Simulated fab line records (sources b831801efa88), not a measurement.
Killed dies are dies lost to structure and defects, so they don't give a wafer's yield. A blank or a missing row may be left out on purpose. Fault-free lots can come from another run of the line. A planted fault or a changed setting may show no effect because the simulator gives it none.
Struck lot and sound lot, side by side -- flow sky130 -- 15 out of 708 route steps
Sound: these wafers, L685.2, L685.4, L685.6. Wafers L689.3, L689.5, L689.6 were the ones struck. Last of all comes the cause.
At each step with rows: each side's tool, then ch and its chambers, then its first start. Under that, the readings that differ: sound wafers -- struck wafers -- difference of the means -- sigmas: that difference in standard deviations of wafers without a fault.
alike: a reading whose means differ by less than 2 such deviations, as well as words and numbers matching on both sides. not compared: withheld readings; readings where some wafer has no value; bounds like >300 that might hide an equal value; numbers whose values overlap and for which the record gives no deviation.
The two part at a step that has a row with sigmas, a row that says differs or no value, or rows on one side only. Numbers that have no deviation but don't overlap get no sigmas and don't part them. Lack of a reading on every wafer of one side parts them only where that side has two or more wafers.

first, 1 step without rows for these wafers: SKY_VIA3_ETCH_14 (etches BARC in N2/H2, stops on SiO2, time 45.9 s, target depth 60 nm).
SKY_VIA3_ETCH_15: etches SiO2 in C4F8/O2/Ar, stops on TiN, target depth 507 nm, time 78 s.
  sound on rie-diel-01 ch 0,1, day 43 11:05; struck on rie-diel-04 ch 0,3, day 44 11:41
  alike: chamber-pressure-mTorr, oes-product-au
  not compared: rf-hours-counter-h
SKY_VIA3_STRIP_16: strips in O2/N2.
  sound on plasma-asher-04 ch 0,1, day 43 11:09; struck on plasma-asher-03 ch 0,1, day 44 11:46
  alike: chamber-pressure-mTorr, drypump-motor-current-A, oes-product-au, strip-time-to-endpoint-s
  not compared: rf-hours-counter-h
then, 5 steps without rows for these wafers: SKY_VIA3_STRIP_17 (strips in post etch residue remover, time 1200 s); SKY_VIA3_CLEAN_18 (cleans in IPA, time 180 s); SKY_VIA3_CLEAN_19 (cleans in O3/DIW); SKY_VIA3_SPUTTER_20 (material TiN, target thk 20 nm, time 80 s); SKY_VIA3_CVD_21 (deposits W, target thk 390 nm, time 117.31 s).
SKY_VIA3_RS_MEAS_22: the measuring method here is four-point-probe.
  sound on film-metro-01 at day 43 12:13; struck on film-metro-04 at day 44 12:36
  alike: VIA3_W_RS
SKY_VIA3_THK_MEAS_23: measures by xrf.
  sound on film-metro-01 at day 43 12:20; struck on film-metro-04 at day 44 12:42
reading,sound,struck,difference,sigmas
VIA3_W_THK (nm),400 402 402,381 384 386,-18,-3
SKY_VIA3_CMP_24: polishes, stops on SiO2, t overpolish 20 s, target thk 0 nm.
  sound on cmp-01 ch 0,1,2, day 43 12:29; struck on cmp-02 ch 0,1,3, day 44 12:50
  alike: head-pressure-psi, motor-current-A, overpolish-run-s, time-to-endpoint-s
SKY_METAL4_SPUTTER_00: material Ti, target thk 15 nm, time 10 s.
  sound on pvd-sputter-03 at day 43 12:44; struck on pvd-sputter-03 at day 44 13:02
  alike: chamber-pressure-pa, throttle-valve-pct
SKY_METAL4_SPUTTER_01: material TiN, target thk 20 nm, time 16.7 s.
  sound on pvd-sputter-03 at day 43 12:46; struck on pvd-sputter-03 at day 44 13:04
reading,sound,struck,difference,sigmas
chamber-pressure-pa (Pa),0.4008 0.4004 0.4021,0.3702 0.3703 0.3712,-0.0305,-38
throttle-valve-pct (%),29.5 31.3 30.7,31.9 32.8 32.2,+1.8,+3
SKY_METAL4_SPUTTER_02: material AlCu, target thk 735 nm, time 39.1 s.
  sound on pvd-sputter-03 at day 43 12:47; struck on pvd-sputter-03 at day 44 13:05
  alike: chamber-pressure-pa, throttle-valve-pct
-- the record jumps here: 5 days lie between the struck wafers' starts before and after (it left off in module METAL4 and takes up again in module PAD_OPEN, whose first step shown is number 708 of the route) --
SKY_PAD_OPEN_PROBE_99:
  sound on prober-02 at day 49 01:22; struck on prober-02 at day 49 19:44
  alike: defect-limited-yield, killed_at_M0_to_M3, killed_at_M4_up, killed-at-contacts, killed-at-front-end, killed-at-other, killed-dies, killed-open, killed-short, sort_bin_3_pad_short, sort_bin_5_function, sort_bin_6_memory, sort-n-pass, sort-yield-pct

## WHERE THEY PART
Earliest at SKY_VIA3_THK_MEAS_23; latest, in this record, at SKY_METAL4_SPUTTER_01. Later steps at which nothing parts them and some readings are alike: SKY_METAL4_SPUTTER_02, SKY_PAD_OPEN_PROBE_99.

WHY: what had been put in by the simulator
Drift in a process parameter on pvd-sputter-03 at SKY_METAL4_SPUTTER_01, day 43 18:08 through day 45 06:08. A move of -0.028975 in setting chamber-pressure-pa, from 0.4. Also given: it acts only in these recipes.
